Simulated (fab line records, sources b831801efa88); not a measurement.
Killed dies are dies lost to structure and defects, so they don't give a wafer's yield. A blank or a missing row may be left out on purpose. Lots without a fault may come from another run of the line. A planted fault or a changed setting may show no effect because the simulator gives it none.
Which tool did it? | flow sky130 | 10 lots, 30 wafers sampled, at 6 steps of a route of 708

WHAT THE GAUGES READ, wafer by wafer
SKY_FIELD_ISO_THK_MEAS_23. Usual: FIELD_ISO_OXIDATION_01_THK 9.92 nm, standard deviation 0.18.
lot  | measured    | on            | FIELD_ISO_OXIDATION_01_THK (nm) | flag
L166 | day 2 09:45 | film_metro-04 | 10.03 10.32 10.24               |
L170 | day 3 09:38 | film_metro-04 | 9.75 9.80 9.68                  |
L171 | day 3 16:28 | film_metro-02 | 9.72 9.79 9.96                  |
L172 | day 3 21:53 | film_metro-02 | 9.81 9.84 9.95                  |
L175 | day 4 10:50 | film_metro-02 | 10.17 9.93 10.20                |
L177 | day 4 18:54 | film_metro-01 | 10.01 9.92 10.03                |
L182 | day 5 17:17 | film_metro-04 | 10.13 10.12 10.27               |
L185 | day 6 11:24 | film_metro-02 | 9.95 10.05 9.87                 |
L187 | day 6 23:19 | film_metro-02 | 9.84 9.75 9.73                  |
L189 | day 7 07:41 | film_metro-02 | 9.76 9.73 9.85                  |

SKY_NWELL_TW_MEAS_26. Usual: NWELL_2_TW 496, standard deviation 3.3.
lot  | measured     | on            | NWELL_2_TW  | flag
L166 | day 5 06:48  | film_metro-02 | 499 497 500 |
L170 | day 6 16:12  | film_metro-01 | 494 494 493 |
L171 | day 6 23:57  | film_metro-02 | 499 500 494 |
L172 | day 7 03:33  | film_metro-03 | 491 493 492 |
L175 | day 7 17:19  | film_metro-02 | 496 498 494 |
L177 | day 8 00:25  | film_metro-03 | 496 497 496 |
L182 | day 9 02:37  | film_metro-01 | 493 493 492 |
L185 | day 10 01:19 | film_metro-01 | 493 495 498 |
L187 | day 10 15:46 | film_metro-02 | 500 500 497 |
L189 | day 11 00:41 | film_metro-02 | 501 503 498 |

SKY_SONOS_ONO_OVL_MEAS_14. Usual: SONOS_ONO_OVL 0.3 nm, standard deviation 1.4.
lot  | measured     | on         | SONOS_ONO_OVL (nm) | flag
L166 | day 12 07:33 | overlay-02 | -0.5 -0.6 -0.7     |
L170 | day 14 19:53 | overlay-01 | 2.2 -0.3 3.2       |
L171 | day 14 22:14 | overlay-02 | 0.2 -0.5 0.1       |
L172 | day 14 22:28 | overlay-01 | -2.0 0.1 -0.1      |
L175 | day 15 17:36 | overlay-01 | 1.2 -1.6 -0.8      |
L177 | day 16 09:27 | overlay-01 | 2.2 0.6 0.3        |
L182 | day 17 18:03 | overlay-02 | -1.0 -2.1 -1.6     |
L185 | day 18 19:45 | overlay-02 | -0.3 -1.1 -0.8     |
L187 | day 19 17:56 | overlay-02 | -1.1 -0.1 -1.0     |
L189 | day 20 05:13 | overlay-01 | 0.0 0.2 -0.8       |

SKY_CAP2M_RS_MEAS_03: measures by four-point-probe. Usual: CAP2M_TIN_RS 6.92 ohm/sq, standard deviation 0.09.
lot  | measured     | on            | CAP2M_TIN_RS (ohm/sq) | flag
L166 | day 39 08:33 | film_metro-02 | 6.91 6.91 6.82        |
L170 | day 41 11:13 | film_metro-02 | 6.89 6.84 6.96        |
L171 | day 41 11:58 | film_metro-03 | 6.79 6.85 6.93        |
L172 | day 41 18:07 | film_metro-03 | 6.96 6.92 6.94        |
L175 | day 42 11:57 | film_metro-02 | 4.93 6.93 6.93        | OFF
L177 | day 42 21:38 | film_metro-04 | 4.95 7.08 7.02        | OFF
L182 | day 43 18:00 | film_metro-03 | 6.85 7.02 7.03        |
L185 | day 44 20:57 | film_metro-03 | 6.86 6.90 7.01        |
L187 | day 45 13:43 | film_metro-03 | 6.98 6.95 7.03        |
L189 | day 45 16:49 | film_metro-04 | 6.99 7.08 7.07        |

SKY_CAP2M_THK_MEAS_04: measures by xrf. Usual: CAP2M_TIN_THK 203 nm, standard deviation 3.
lot  | measured     | on            | CAP2M_TIN_THK (nm) | flag
L166 | day 39 08:40 | film_metro-02 | 202 203 204        |
L170 | day 41 11:19 | film_metro-02 | 203 205 201        |
L171 | day 41 12:05 | film_metro-03 | 207 204 203        |
L172 | day 41 18:14 | film_metro-03 | 202 203 203        |
L175 | day 42 12:02 | film_metro-02 | 282 201 201        | OFF
L177 | day 42 21:44 | film_metro-04 | 285 200 202        | OFF
L182 | day 43 18:06 | film_metro-03 | 204 199 200        |
L185 | day 44 21:04 | film_metro-03 | 204 203 200        |
L187 | day 45 13:50 | film_metro-03 | 201 201 199        |
L189 | day 45 16:56 | film_metro-04 | 205 202 203        |

WHICH TOOL RAN EACH LOT (tool, then ch and the chambers of the sampled wafers, then the start)
lot  | SKY_CAP2M_SPUTTER_02
L166 | pvd_sputter-04, day 39 08:25
L170 | pvd_sputter-02, day 41 11:05
L171 | pvd_sputter-04, day 41 11:51
L172 | pvd_sputter-02, day 41 18:01
L175 | pvd_sputter-02, day 42 11:47
L177 | pvd_sputter-02, day 42 21:30
L182 | pvd_sputter-01, day 43 17:51
L185 | pvd_sputter-04, day 44 20:49
L187 | pvd_sputter-04, day 45 13:35
L189 | pvd_sputter-01, day 45 16:42
- SKY_CAP2M_SPUTTER_02: material TiN, target thk 200 nm, time 166.7 s.

WHAT THE TOOLS THEMSELVES READ (means of the sampled wafers that have a number; where no wafer has one, the mark that the record gives instead)
SKY_CAP2M_SPUTTER_02. Usual: throttle_valve_pct 29.8 %, standard deviation 0.75.
lot  | tool           | throttle_valve_pct (%) | flag
L166 | pvd_sputter-04 | 29.8                   |
L170 | pvd_sputter-02 | 30.5                   |
L171 | pvd_sputter-04 | 29.5                   |
L172 | pvd_sputter-02 | 29.2                   |
L175 | pvd_sputter-02 | 28.8                   |
L177 | pvd_sputter-02 | 29.8                   |
L182 | pvd_sputter-01 | 29.9                   |
L185 | pvd_sputter-04 | 29.8                   |
L187 | pvd_sputter-04 | 29.5                   |
L189 | pvd_sputter-01 | 30.2                   |

THE ANSWER, worked out from the rows above alone
Rule: a lot is off if the mean of its wafers that have a number lies more than 3 standard deviations from the usual mean. A lot without any number at a reading at which 4 lots or more have one is off too. The other lots that the step has rows for count as sound. The gauges are gone through in route order, then the tools' own readings, and for those a lot's mean is taken as printed above. The first step at which some lot is off is used, and at that step the reading that is off furthest; a lot without a number counts as furthest.
Off: L175, L177, at SKY_CAP2M_RS_MEAS_03 (CAP2M_TIN_RS).
A tool fits if, at a process step before that reading, it ran every lot that is off, and no sound lot after the first of them. The gauges at SKY_CAP2M_RS_MEAS_03 are tried like those tools. One fits: pvd_sputter-02 at SKY_CAP2M_SPUTTER_02. Its last sound lot is L172 (day 41 18:01), its first lot that is off L175 (day 42 11:47): a fault that began between those two fits.

WHAT THE SIMULATOR HAD PUT IN
Process parameter drift: pvd_sputter-02, from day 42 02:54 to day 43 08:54, at SKY_CAP2M_SPUTTER_02. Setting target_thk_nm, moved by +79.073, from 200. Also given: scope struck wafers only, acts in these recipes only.
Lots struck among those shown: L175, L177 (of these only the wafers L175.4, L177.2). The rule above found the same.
